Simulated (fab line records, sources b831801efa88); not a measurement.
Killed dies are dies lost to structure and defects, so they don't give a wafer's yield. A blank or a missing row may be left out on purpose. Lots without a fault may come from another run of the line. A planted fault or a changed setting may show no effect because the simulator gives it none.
Which tool did it? | flow sky130 | 6 lots, 18 wafers sampled, at 2 steps of a route of 708

WHAT THE GAUGES READ, wafer by wafer
SKY_GATE_OXIDE_TW_MEAS_14.
lot  | measured     | on            | GATE_OXIDE_TW
L120 | day 14 20:06 | film_metro-02 | 224.4 223.8 224.0
L124 | day 16 04:56 | film_metro-02 | 224.7 226.4 224.8
L128 | day 17 15:54 | film_metro-02 | 224.3 223.9 224.4
L131 | day 18 16:52 | film_metro-04 | 221.3 220.6 221.2
L133 | day 19 14:02 | film_metro-04 | 197.4 196.4 197.1
L135 | day 19 23:49 | film_metro-04 | 220.5 221.0 220.3

WHICH TOOL RAN EACH LOT (tool, then ch and the chambers of the sampled wafers, then the start)
lot  | SKY_GATE_OXIDE_IMPLANT_11
L120 | implanter-03 ch 0, day 14 19:44
L124 | implanter-03 ch 0, day 16 04:37
L128 | implanter-01 ch 0, day 17 15:32
L131 | implanter-03 ch 0, day 18 16:31
L133 | implanter-03 ch 0, day 19 13:43
L135 | implanter-01 ch 0, day 19 23:29
- SKY_GATE_OXIDE_IMPLANT_11

THE ANSWER, worked out from the rows above alone
Rule: what is usual is taken from the lots themselves. Put in order of their means at a reading, lots are off if they are a third of the lots or fewer, leave a main group of 4 or more, and stand apart from it by a gap of 3 or more times the standard deviation of the main group's means; of several such gaps the widest counts. A main group whose means are all the same, to the digits that the tables above print for the reading, isn't used. A lot without any number at a reading at which 4 lots or more have one is off too. The other lots that the step has rows for count as sound.
Off: L133, at SKY_GATE_OXIDE_TW_MEAS_14 (GATE_OXIDE_TW). The main group: mean 223.0, standard deviation 1.9.
A tool fits if, at a process step before that reading, it ran every lot that is off, and no sound lot after the first of them. The gauges at SKY_GATE_OXIDE_TW_MEAS_14 are tried like those tools. One fits: implanter-03 at SKY_GATE_OXIDE_IMPLANT_11. Its last sound lot is L131 (day 18 16:31), its first lot that is off L133 (day 19 13:43): a fault that began between those two fits.

WHAT THE SIMULATOR HAD PUT IN
Process parameter drift: implanter-03, from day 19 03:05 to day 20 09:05, at SKY_GATE_OXIDE_IMPLANT_11. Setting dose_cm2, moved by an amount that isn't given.
Lots struck among those shown: L133. The rule above found the same.
